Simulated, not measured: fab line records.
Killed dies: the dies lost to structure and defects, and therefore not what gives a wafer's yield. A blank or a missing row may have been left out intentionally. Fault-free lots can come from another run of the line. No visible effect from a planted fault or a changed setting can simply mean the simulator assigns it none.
Struck lot and sound lot, side by side | flow sky130 | 16 out of 708 route steps
Sound: the wafers L845.1, L845.4, L845.6. Struck: wafer L835.3 (left out: L835.2, L835.6 of the same lot, which were not struck); the cause appears at the end.
At each step with rows: each side's tool, then ch and its chambers, then its first start. Under that, the readings that differ: sound wafers | struck wafers | difference of the means | sigmas: that difference in standard deviations of wafers without a fault.
alike: a reading whose means differ by less than 2 such deviations, as well as words and numbers matching on both sides. not compared: withheld readings; readings where some wafer has no value; bounds like >300 that might hide an equal value; numbers whose values overlap and for which the record gives no deviation.
A row with sigmas, a row that says differs or no value, or rows on one side alone: a step with any of these is where the two part. Numbers that have no deviation but don't overlap get no sigmas and don't part them. A reading that every wafer of one side lacks parts them only if that side has two wafers or more.

SKY_VIA2_BOW_MEAS_03:
  struck on filmMetro-03, day 39 06:03; sound on filmMetro-01, day 42 01:19
  alike: VIA2_BOW
then, 8 steps without rows for these wafers: SKY_VIA2_DEHYDRATE_04 (time 60 s); SKY_VIA2_HMDS_05 (prime time 60 s); SKY_VIA2_COAT_06 (resist thk 60 nm); SKY_VIA2_COAT_07 (resist thk 450 nm); SKY_VIA2_SOFTBAKE_08 (time 90 s); SKY_VIA2_EXPOSE_09 (exposes mask VIM2, target cd 200 nm); SKY_VIA2_PEB_10; SKY_VIA2_DEVELOP_11 (develop time 60 s).
SKY_VIA2_CD_MEAS_12 targets a cd of 200 nm.
  struck on cdSem-02, day 40 06:44; sound on cdSem-02, day 43 01:26
reading   | sound             | struck | difference | sigmas
cdNm (nm) | 196.2 197.7 197.5 | 201.0  | +3.9       | +3
SKY_VIA2_OVL_MEAS_13:
  struck on overlay-02, day 40 06:50; sound on overlay-02, day 43 01:33
  alike: VIA2_OVL
SKY_VIA2_ETCH_14: etches BARC in N2/H2, stops on SiO2, time 45.9 s, target depth 60 nm.
  sound on rieDiel-04 ch 0,2,3, day 43 01:35; struck on rieDiel-04 ch 2, day 40 06:52
  alike: chamberPressureMTorr, drypumpMotorCurrentA, oesProductAu, throttleValvePct
  not compared: rfHoursCounterH
SKY_VIA2_ETCH_15: etches SiO2 in C4F8/O2/Ar, stops on TiN, target depth 546 nm, time 84 s.
  sound on rieDiel-04 ch 0,2,3, day 43 01:38; struck on rieDiel-04 ch 2, day 40 06:55
reading                                    | sound             | struck | difference | sigmas
oesProductAu (a.u.)                        | 0.937 0.943 0.935 | 0.837  | -0.101     | -23
model.VIA2.featureDepthNm (nm)             | 495.3 496 495.7   | 401.8  | -93.9      | 
model.etch.depthNm (nm)                    | 495.3 496 495.7   | 401.8  | -93.9      | 
model.KrF-thick_of_VIA2_COAT_07.thkNm (nm) | 281.1 283.7 288.1 | 312.5  | +28.2      | 
  alike: chamberPressureMTorr
  not compared: rfHoursCounterH
SKY_VIA2_STRIP_16: strips in O2/N2.
  sound on plasmaAsher-04 ch 0,1, day 43 01:41; struck on plasmaAsher-04 ch 1, day 40 06:58
reading                  | sound             | struck | difference | sigmas
stripTimeToEndpointS (s) | 4.022 4.063 4.108 | 4.356  | +0.292     | +11
  alike: chamberPressureMTorr, drypumpMotorCurrentA, oesProductAu
  not compared: rfHoursCounterH
then, 1 step without rows for these wafers: SKY_VIA2_STRIP_17 (strips in post etch residue remover, time 1200 s).
-- the record jumps here: 9 days lie between the struck wafers' starts before and after (it left off in module VIA2 and takes up again in module PAD_OPEN, whose first step shown is number 708 of the route) --
SKY_PAD_OPEN_PROBE_99:
  struck on prober-02, day 48 21:50; sound on prober-01, day 51 01:11
reading                 | sound          | struck | difference | sigmas
defectLimitedYield (%)  | 86.6 86.2 82.7 | 0      | -85        | -45
killed_at_M0_to_M3      | 25 38 34       | 451    | +419       | +56
killedAtContacts        | 15 10 26       | 27     | +10        | +2
killedDies              | 66 68 85       | 492    | +419       | +45
killedOnRim             | 13 11 16       | 96     | +83        | +20
sort_bin_5_function (%) | 9.6 7.5 11.0   | 94.5   | +85.1      | +61
sortNPass               | 426 424 407    | 0      | -419       | -45
sortYieldPct (%)        | 86.6 86.2 82.7 | 0      | -85        | -45
  alike: killed_at_M4_up, killedAtFrontEnd, killedAtOther, killedOpen, killedShort, sort_bin_3_pad_short, sort_bin_6_memory

WHERE THEY PART
At SKY_VIA2_CD_MEAS_12 first; at SKY_PAD_OPEN_PROBE_99 last (within this record only).

WHY: what the simulator had put in
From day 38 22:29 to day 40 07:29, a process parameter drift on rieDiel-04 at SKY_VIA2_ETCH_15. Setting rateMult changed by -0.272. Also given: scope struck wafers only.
